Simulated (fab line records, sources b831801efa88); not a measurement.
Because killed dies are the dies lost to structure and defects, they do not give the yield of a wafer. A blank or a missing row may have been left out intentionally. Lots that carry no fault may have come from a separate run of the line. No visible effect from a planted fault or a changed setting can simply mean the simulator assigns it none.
Shared-tool check / flow sky130 / 11 lots, 33 wafers sampled

== WHY THIS WAS OPENED ==
Of 11 lots, 1 have the reading NWELL_TW flagged at SKY_NWELL_TW_MEAS_15. Fault-free wafers read 1821, with a standard deviation of 11.
Rule: a lot is flagged when every wafer of it that has a number lies more than 4 standard deviations from that mean, or none has a number. As for the other lots, they are considered sound.

lot=L721; measured=day 4 14:58; on=film_metro-01; NWELL_TW, wafer by wafer=1818 1820 1821; flag=
lot=L724; measured=day 5 04:19; on=film_metro-02; NWELL_TW, wafer by wafer=1801 1821 1813; flag=
lot=L725; measured=day 5 15:18; on=film_metro-02; NWELL_TW, wafer by wafer=1829 1814 1807; flag=
lot=L726; measured=day 5 21:39; on=film_metro-03; NWELL_TW, wafer by wafer=1836 1851 1839; flag=
lot=L728; measured=day 6 07:30; on=film_metro-01; NWELL_TW, wafer by wafer=30 30 30; flag=FLAGGED
lot=L735; measured=day 7 22:58; on=film_metro-02; NWELL_TW, wafer by wafer=1806 1822 1807; flag=
lot=L739; measured=day 8 23:54; on=film_metro-03; NWELL_TW, wafer by wafer=1835 1833 1851; flag=
lot=L741; measured=day 9 08:19; on=film_metro-01; NWELL_TW, wafer by wafer=1823 1823 1822; flag=
lot=L742; measured=day 9 19:09; on=film_metro-02; NWELL_TW, wafer by wafer=1806 1824 1823; flag=
lot=L744; measured=day 10 03:34; on=film_metro-02; NWELL_TW, wafer by wafer=1827 1825 1813; flag=
lot=L743; measured=day 10 03:41; on=film_metro-01; NWELL_TW, wafer by wafer=1811 1814 1815; flag=
The numbers of the flagged lots are 30 on average: -1791 against the usual, or -99 or more standard deviations.

== TOOL THAT RAN EACH LOT ==
Before the reading, the record contains 2 process steps out of a 708-step route. In each cell: the tool, then ch and the chambers that the sampled wafers went through, then the start.
lot=L721; flag=; SKY_FIELD_ISO_CMP_27=cmp-01 ch 0,1,2, day 2 11:17; SKY_NWELL_EXPOSE_07=iline_stepper-02 ch 0, day 4 06:03
lot=L724; flag=; SKY_FIELD_ISO_CMP_27=cmp-01 ch 1,2,3, day 2 23:20; SKY_NWELL_EXPOSE_07=iline_stepper-02 ch 0, day 4 18:53
lot=L725; flag=; SKY_FIELD_ISO_CMP_27=cmp-01 ch 0,1, day 3 09:14; SKY_NWELL_EXPOSE_07=iline_stepper-01 ch 0, day 5 05:42
lot=L726; flag=; SKY_FIELD_ISO_CMP_27=cmp-01 ch 1,2,3, day 3 13:10; SKY_NWELL_EXPOSE_07=iline_stepper-01 ch 0, day 5 12:10
lot=L728; flag=FLAGGED; SKY_FIELD_ISO_CMP_27=cmp-01 ch 1,2,3, day 3 23:02; SKY_NWELL_EXPOSE_07=iline_stepper-01 ch 0, day 5 21:51
lot=L735; flag=; SKY_FIELD_ISO_CMP_27=cmp-02 ch 1,2,3, day 5 09:55; SKY_NWELL_EXPOSE_07=iline_stepper-01 ch 0, day 7 12:12
lot=L739; flag=; SKY_FIELD_ISO_CMP_27=cmp-01 ch 0,2, day 6 08:47; SKY_NWELL_EXPOSE_07=iline_stepper-02 ch 0, day 8 13:27
lot=L741; flag=; SKY_FIELD_ISO_CMP_27=cmp-01 ch 0,1,3, day 6 17:05; SKY_NWELL_EXPOSE_07=iline_stepper-01 ch 0, day 8 21:38
lot=L742; flag=; SKY_FIELD_ISO_CMP_27=cmp-02 ch 0,3, day 7 00:11; SKY_NWELL_EXPOSE_07=iline_stepper-01 ch 0, day 9 07:50
lot=L744; flag=; SKY_FIELD_ISO_CMP_27=cmp-02 ch 2,3, day 7 10:02; SKY_NWELL_EXPOSE_07=iline_stepper-01 ch 0, day 9 16:23
lot=L743; flag=; SKY_FIELD_ISO_CMP_27=cmp-01 ch 2,3, day 7 10:02; SKY_NWELL_EXPOSE_07=iline_stepper-02 ch 0, day 9 16:39
These steps, and what they do:
- SKY_FIELD_ISO_CMP_27: polishes, stops on Si3N4, t overpolish 16 s, target thk 457.8 nm.
- SKY_NWELL_EXPOSE_07: exposes mask NWM, target cd 840 nm.
- SKY_NWELL_TW_MEAS_15

== FLAGGED OVER TOTAL, TOOL BY TOOL (the gauges that took the reading come last) ==
step=SKY_FIELD_ISO_CMP_27; tool=cmp-01; lots run=8; flagged=1; share of the flagged lots=all; sound lots run after its first flagged lot=3 (L739,L741,L743)
step=SKY_FIELD_ISO_CMP_27; tool=cmp-02; lots run=3; flagged=0; share of the flagged lots=none; sound lots run after its first flagged lot=-
step=SKY_NWELL_EXPOSE_07; tool=iline_stepper-01; lots run=7; flagged=1; share of the flagged lots=all; sound lots run after its first flagged lot=4 (L735,L741,L742,L744)
step=SKY_NWELL_EXPOSE_07; tool=iline_stepper-02; lots run=4; flagged=0; share of the flagged lots=none; sound lots run after its first flagged lot=-
step=SKY_NWELL_TW_MEAS_15; tool=film_metro-01; lots run=4; flagged=1; share of the flagged lots=all; sound lots run after its first flagged lot=2 (L741,L743)
step=SKY_NWELL_TW_MEAS_15; tool=film_metro-02; lots run=5; flagged=0; share of the flagged lots=none; sound lots run after its first flagged lot=-
step=SKY_NWELL_TW_MEAS_15; tool=film_metro-03; lots run=2; flagged=0; share of the flagged lots=none; sound lots run after its first flagged lot=-

== THE TABLE: WHAT IT ALLOWS ==
cmp-01 at SKY_FIELD_ISO_CMP_27, iline_stepper-01 at SKY_NWELL_EXPOSE_07 and film_metro-01 at SKY_NWELL_TW_MEAS_15: these 3 rows of the table ran every flagged lot.
- cmp-01 at SKY_FIELD_ISO_CMP_27: 1 of its 8 lots flagged. Lots that were sound ran on it after the first flagged one (L739, L741, L743); a persistent fault on the entire tool would not allow that.
- iline_stepper-01 at SKY_NWELL_EXPOSE_07: 1 of its 7 lots flagged. Lots that were sound ran on it after the first flagged one (L735, L741, L742, L744); a persistent fault on the entire tool would not allow that.
- film_metro-01 at SKY_NWELL_TW_MEAS_15: 1 of its 4 lots flagged. Lots that were sound ran on it after the first flagged one (L741, L743); a persistent fault on the entire tool would not allow that.
None of the table's rows ran every flagged lot and, after the first, no sound lot.

== WHAT THE SIMULATOR HAD PUT IN ==
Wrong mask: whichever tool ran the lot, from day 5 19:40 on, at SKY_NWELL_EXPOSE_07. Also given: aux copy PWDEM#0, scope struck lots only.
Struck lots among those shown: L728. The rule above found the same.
